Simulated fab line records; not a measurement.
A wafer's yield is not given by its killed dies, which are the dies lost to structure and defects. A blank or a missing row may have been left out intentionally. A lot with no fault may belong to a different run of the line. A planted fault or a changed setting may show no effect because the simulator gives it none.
Comparing a struck lot with a sound one -- flow sky130 -- 18 out of 708 route steps
Sound: wafers L523.2, L523.3, L523.6. The struck wafers were L531.1, L531.3, L531.6. The cause comes at the end.
At each step with rows: each side's tool, then ch and its chambers, then its first start. Under that, the readings that differ: sound wafers -- struck wafers -- difference of the means -- sigmas: that difference in standard deviations of wafers without a fault.
alike: same words and numbers on both sides, and readings whose means sit less than 2 such deviations apart. not compared: any withheld reading, any reading some wafer has no value for, any bound like >300 that may hide the same value, and any number with overlapping values for which the record gives no deviation.
A row with sigmas, a row that says differs or no value, or rows on one side alone: a step with any of these is where the two part. When numbers do not overlap yet have no deviation, they are printed without sigmas and do not part them. A reading that every wafer of one side lacks parts them only if that side has two wafers or more.

SKY_LDD_HVP_STRIP_09: strips in O2/N2.
  sound on plasma-asher-01 ch 0,1, day 23 07:26; struck on plasma-asher-04 ch 0,1, day 26 00:20
  alike: drypump-motor-current-A, oes-product-au, strip-time-to-endpoint-s
  not compared: rf-hours-counter-h
SKY_LDD_HVP_TW_MEAS_10:
  sound on film-metro-04 at day 23 07:32; struck on film-metro-03 at day 26 00:26
  alike: LDD_HVP_TW
then, 7 steps without rows for these wafers: SKY_LDD_LDN_DEHYDRATE_00 (time 60 s); SKY_LDD_LDN_HMDS_01 (prime time 60 s); SKY_LDD_LDN_COAT_02 (resist thk 1140 nm); SKY_LDD_LDN_SOFTBAKE_03 (time 60 s); SKY_LDD_LDN_EXPOSE_04 (exposes mask LDNTM, target cd 700 nm); SKY_LDD_LDN_PEB_05; SKY_LDD_LDN_DEVELOP_06 (develop time 60 s).
SKY_LDD_LDN_OVL_MEAS_07:
  sound on overlay-01 at day 24 12:56; struck on overlay-02 at day 27 05:04
  alike: LDD_LDN_OVL
then, 2 steps without rows for these wafers: SKY_LDD_LDN_IMPLANT_08; SKY_LDD_LDN_IMPLANT_09.
SKY_LDD_LDN_IMPLANT_10:
  sound on implanter-04 ch 0, day 24 13:17; struck on implanter-01 ch 0, day 27 05:43
following that, these wafers have no rows for 1 step: SKY_LDD_LDN_IMPLANT_11.
SKY_LDD_LDN_STRIP_12: strips in O2/N2.
  sound on plasma-asher-04 ch 0,1, day 24 13:34; struck on plasma-asher-03 ch 0,1, day 27 06:01
  alike: drypump-motor-current-A, oes-product-au, strip-time-to-endpoint-s
  not compared: rf-hours-counter-h
SKY_LDD_LDN_TW_MEAS_13:
  sound on film-metro-01 at day 24 13:40; struck on film-metro-01 at day 27 06:07
reading,sound,struck,difference,sigmas
LDD_LDN_TW,1487 1476 1480,1578 1584 1571,+97,+17
then, 1 step without rows for these wafers: SKY_LDD_LDN_CLEAN_14 (cleans in SC1/SC2, time 150 s).
-- the record jumps here: 22 days lie between the struck wafers' starts before and after (it left off in module LDD_LDN and takes up again in module PAD_OPEN, whose first step shown is number 708 of the route) --
SKY_PAD_OPEN_PROBE_99:
  sound on prober-01 at day 47 04:42; struck on prober-01 at day 48 22:50
reading,sound,struck,difference,sigmas
model.etest.tip-sonos.rs-ohm-sq,2658 2665 2662,2467 2466 2441,-204,
  alike: killed_at_M0_to_M3, killed_at_M4_up, killed-at-contacts, killed-at-front-end, killed-at-other, killed-dies, killed-open, killed-short

WHERE THEY PART
Only at SKY_LDD_LDN_TW_MEAS_13, within this record. Later steps at which nothing parts them and some readings are alike: SKY_PAD_OPEN_PROBE_99.

WHY: what had been put in by the simulator
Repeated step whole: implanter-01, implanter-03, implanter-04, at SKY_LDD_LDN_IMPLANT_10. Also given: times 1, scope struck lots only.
